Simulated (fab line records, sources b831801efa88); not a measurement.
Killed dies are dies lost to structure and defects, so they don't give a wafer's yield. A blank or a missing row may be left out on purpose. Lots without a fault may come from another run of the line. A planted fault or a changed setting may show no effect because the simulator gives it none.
Chamber matching | flow gf180mcu | GF_V4_CMP_26 on cmp-01: 4 sister chambers
The step polishes, stops on SiO2, t overpolish 15 s, target thk 0 nm. 20 wafers are shown with their chamber, then 10 later ones without.

WAFERS WITH THEIR CHAMBER
wafer  | chamber | time_to_endpoint_s (s) | motor_current_A (A) | overpolish_run_s (s)
L204.3 | 3       | 83                     | 12.9                | 14.982
L204.4 | 1       | 84                     | 11.6                | 15.000
L204.6 | 0       | 81                     | 11.4                | 15.000
L205.1 | 1       | 87                     | 11.6                | 15.002
L205.2 | 2       | 87                     | 11.9                | 15.004
L205.4 | 0       | 85                     | 11.8                | 15.021
L207.2 | 3       | 90                     | 12.0                | 14.992
L207.4 | 1       | 85                     | 11.2                | 15.007
L207.5 | 1       | 84                     | 11.6                | 14.993
L209.1 | 1       | 87                     | 12.0                | 15.013
L209.2 | 3       | 91                     | 11.9                | 15.007
L209.6 | 0       | 86                     | 10.9                | 14.996
L213.3 | 2       | 93                     | 12.1                | 14.998
L213.5 | 0       | 88                     | 11.8                | 14.990
L213.6 | 1       | 85                     | 12.4                | 14.996
L212.1 | 2       | 93                     | 11.6                | 14.989
L212.2 | 0       | 84                     | 11.3                | 14.993
L212.4 | 3       | 92                     | 12.3                | 14.998
L215.3 | 3       | 90                     | 12.1                | 15.001
L215.4 | 1       | 86                     | 11.3                | 14.993

SIGNATURES (means of the wafers above)
reading            | chamber 0 | chamber 1 | chamber 2 | chamber 3 | scatter within a chamber
time_to_endpoint_s | 84.80     | 85.43     | 91.00     | 89.20     | 2.64
motor_current_A    | 11.440    | 11.671    | 11.867    | 12.240    | 0.383
overpolish_run_s   | 15.00000  | 15.00057  | 14.99700  | 14.99600  | 0.00941
Rule: a wafer's distance from a chamber is the root of the sum, over the readings, of the square of ((its reading less the chamber's mean) divided by the reading's scatter). The wafer belongs to the nearest chamber; if the next one is less than 2 further off, it can't be placed. The scatter: the root of (the sum of the squares of (reading less its chamber's mean) over the shown wafers, divided by (wafers less chambers)).

WAFERS WITHOUT THEIR CHAMBER
wafer  | time_to_endpoint_s (s) | motor_current_A (A) | overpolish_run_s (s)
L215.5 | 93                     | 11.6                | 14.989
L216.2 | 90                     | 11.6                | 14.999
L216.3 | 94                     | 12.5                | 15.009
L216.6 | 92                     | 12.6                | 14.986
L222.1 | 88                     | 11.9                | 14.990
L222.3 | 88                     | 13.2                | 14.988
L222.5 | 82                     | 11.5                | 15.003
L223.2 | 88                     | 11.6                | 15.004
L223.3 | 85                     | 11.8                | 15.010
L223.5 | 92                     | 12.1                | 15.001

WHICH CHAMBER EACH WENT THROUGH
wafer  | from the rows above               | in truth
L215.5 | can't be placed: 2 or 3 or 1      | 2
L216.2 | can't be placed: 2 or 3 or 1 or 0 | 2
L216.3 | can't be placed: 2 or 3 or 1      | 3
L216.6 | can't be placed: 3 or 2           | 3
L222.1 | can't be placed: 3 or 2 or 1 or 0 | 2
L222.3 | can't be placed: 3 or 2 or 1      | 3
L222.5 | can't be placed: 0 or 1           | 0
L223.2 | can't be placed: 1 or 0 or 2 or 3 | 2
L223.3 | can't be placed: 1 or 0 or 3 or 2 | 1
L223.5 | can't be placed: 2 or 3 or 1      | 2
Placed correctly: 0 of 10. Can't be placed from these rows: 10 (the true chamber is among the candidates in 10). Placed wrongly: 0.
